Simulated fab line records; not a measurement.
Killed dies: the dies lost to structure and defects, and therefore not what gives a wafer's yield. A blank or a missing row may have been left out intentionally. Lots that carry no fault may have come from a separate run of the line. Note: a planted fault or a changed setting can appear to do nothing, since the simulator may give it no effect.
8D (eight disciplines) problem report, filled in by code :: flow sky130 :: the parts of the form that need people (team, actions taken, sign-off) are left out

1. THE PROBLEM
developer temp C at SKY_SD_N_DEVELOP_06 reads a mean of 22.05 C on 6 wafers of 2 lots; wafers without a fault read 23.00 C with a standard deviation of 0.11. Measured from the usual mean, that is -8.6 standard deviations.
The step: develop time 60 s.
Seen first at day 31 04:27 on litho track-01, wafer L745.1. The record has a number at this step for 42 wafers belonging to 14 lots. By rule, "out" or "out of limits" means more than 4 standard deviations away from the usual mean. All remaining wafers that have a number are taken as sound.

2. WHAT IT IS, WHAT IT ISN'T
question: which readings at this step
is: developer temp C
is not: -

question: which lots
is: L745, L746
is not: L735, L737, L738, L739, L743, L744, L753, L754, L755, L756, L757, L758

question: which wafers of those lots
is: all that have a number
is not: -

question: read on which tools
is: litho track-01
is not: litho track-03, litho track-04

question: when
is: from day 31 04:27
is not: up to then (18 sound wafers); but 18 sound wafers of L753, L754, L755, L756, L757, L758 came after

3. THE SUSPECTS, EACH WITH WHAT RULES IT OUT
Counting: a tool stays on the suspect list if, at a process step up to the reading, it processed all lots that are out and no sound lot following the first of them.
- litho track-01 at SKY_SD_N_DEVELOP_06 (develop time 60 s): ruled out as a lasting fault. The sound lots L756, L758 went through it after L745, its earliest lot that is out (day 31 04:27).
Left after counting: nothing in the record.

4. THE CAUSE (what the simulator had put in)
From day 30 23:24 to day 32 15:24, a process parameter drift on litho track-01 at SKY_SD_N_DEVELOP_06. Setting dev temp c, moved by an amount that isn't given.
Counting ruled it out, wrongly.

5. SEQUENCE OF EFFECTS, ordered by route
Each row: a reading where the mean over the struck wafers with a number is more than 3 standard deviations away from the usual. Only readings whose record carries a usual standard deviation are examined. hours: median over the lots of the time between each lot's start at the first step of this table that gives one and its start at this step. sigmas: the change, counted in usual standard deviations.
hours: 0
step: SKY_SD_N_DEVELOP_06
reading: developer temp C
usual: 23.00 C
on struck wafers: 22.05
change: -0.95
sigmas: -8.6
Here are the process steps it includes:
- SKY_SD_N_DEVELOP_06: develop time 60 s.
Later measuring or inspecting steps at which every struck wafer that the step has a row for has a number for every such reading, and none has moved that far: SKY_SD_N_TW_MEAS_12.

6. WHAT WOULD HAVE CAUGHT IT SOONER
In this record no reading fell out of limits until day 31 04:27, 5 hours after the fault had begun at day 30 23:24.
